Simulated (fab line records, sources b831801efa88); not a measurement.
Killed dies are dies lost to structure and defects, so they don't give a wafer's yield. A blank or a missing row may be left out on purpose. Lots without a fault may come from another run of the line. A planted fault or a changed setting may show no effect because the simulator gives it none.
Chamber matching | flow sky130 | SKY_SPACER_ETCHBACK_02 on rie_diel-02: 4 sister chambers
The step etches Si3N4 in CH3F/O2, stops on SiO2, time 46.7 s, target depth 45 nm. 14 wafers are shown with their chamber, then 7 later ones without.

WAFERS WITH THEIR CHAMBER
wafer  | chamber | throttle_valve_pct (%) | chamber_pressure_mTorr (mTorr) | oes_product_au (a.u.)
L891.1 | 0       | 10.558                 | 25.003                         | 0.848
L891.2 | 3       | 10.567                 | 25.011                         | 0.843
L891.6 | 0       | 10.557                 | 25.019                         | 0.844
L897.1 | 3       | 10.560                 | 24.969                         | 0.862
L897.5 | 1       | 10.565                 | 24.985                         | 0.863
L897.6 | 2       | 10.557                 | 25.016                         | 0.862
L898.1 | 3       | 10.542                 | 25.015                         | 0.866
L898.3 | 2       | 10.562                 | 25.023                         | 0.858
L898.4 | 1       | 10.585                 | 25.002                         | 0.855
L899.1 | 1       | 10.579                 | 25.034                         | 0.863
L899.3 | 3       | 10.555                 | 24.966                         | 0.854
L899.6 | 1       | 10.563                 | 24.981                         | 0.852
L902.3 | 0       | 10.562                 | 25.015                         | 0.861
L902.4 | 1       | 10.563                 | 24.998                         | 0.856

SIGNATURES (means of the wafers above)
reading                | chamber 0 | chamber 1 | chamber 2 | chamber 3 | scatter within a chamber
throttle_valve_pct     | 10.55900  | 10.57100  | 10.55950  | 10.55600  | 0.00886
chamber_pressure_mTorr | 25.01233  | 25.00000  | 25.01950  | 24.99025  | 0.02
oes_product_au         | 0.85100   | 0.85780   | 0.86000   | 0.85625   | 0.00757
Rule: a wafer's distance from a chamber is the root of the sum, over the readings, of the square of ((its reading less the chamber's mean) divided by the reading's scatter). The wafer belongs to the nearest chamber; if the next one is less than 2 further off, it can't be placed. The scatter: the root of (the sum of the squares of (reading less its chamber's mean) over the shown wafers, divided by (wafers less chambers)).

WAFERS WITHOUT THEIR CHAMBER
wafer  | throttle_valve_pct (%) | chamber_pressure_mTorr (mTorr) | oes_product_au (a.u.)
L902.6 | 10.570                 | 24.983                         | 0.862
L905.1 | 10.556                 | 24.999                         | 0.847
L905.2 | 10.565                 | 25.014                         | 0.851
L905.6 | 10.558                 | 24.992                         | 0.856
L907.2 | 10.552                 | 24.980                         | 0.860
L907.3 | 10.548                 | 24.985                         | 0.858
L907.6 | 10.570                 | 24.991                         | 0.860

WHICH CHAMBER EACH WENT THROUGH
wafer  | from the rows above               | in truth
L902.6 | can't be placed: 1 or 3 or 2 or 0 | 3
L905.1 | can't be placed: 0 or 3 or 2 or 1 | 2
L905.2 | can't be placed: 0 or 1 or 2 or 3 | 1
L905.6 | can't be placed: 3 or 0 or 2 or 1 | 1
L907.2 | can't be placed: 3 or 2 or 0 or 1 | 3
L907.3 | can't be placed: 3 or 0 or 2 or 1 | 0
L907.6 | can't be placed: 1 or 3 or 2 or 0 | 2
Placed correctly: 0 of 7. Can't be placed from these rows: 7 (the true chamber is among the candidates in 7). Placed wrongly: 0.
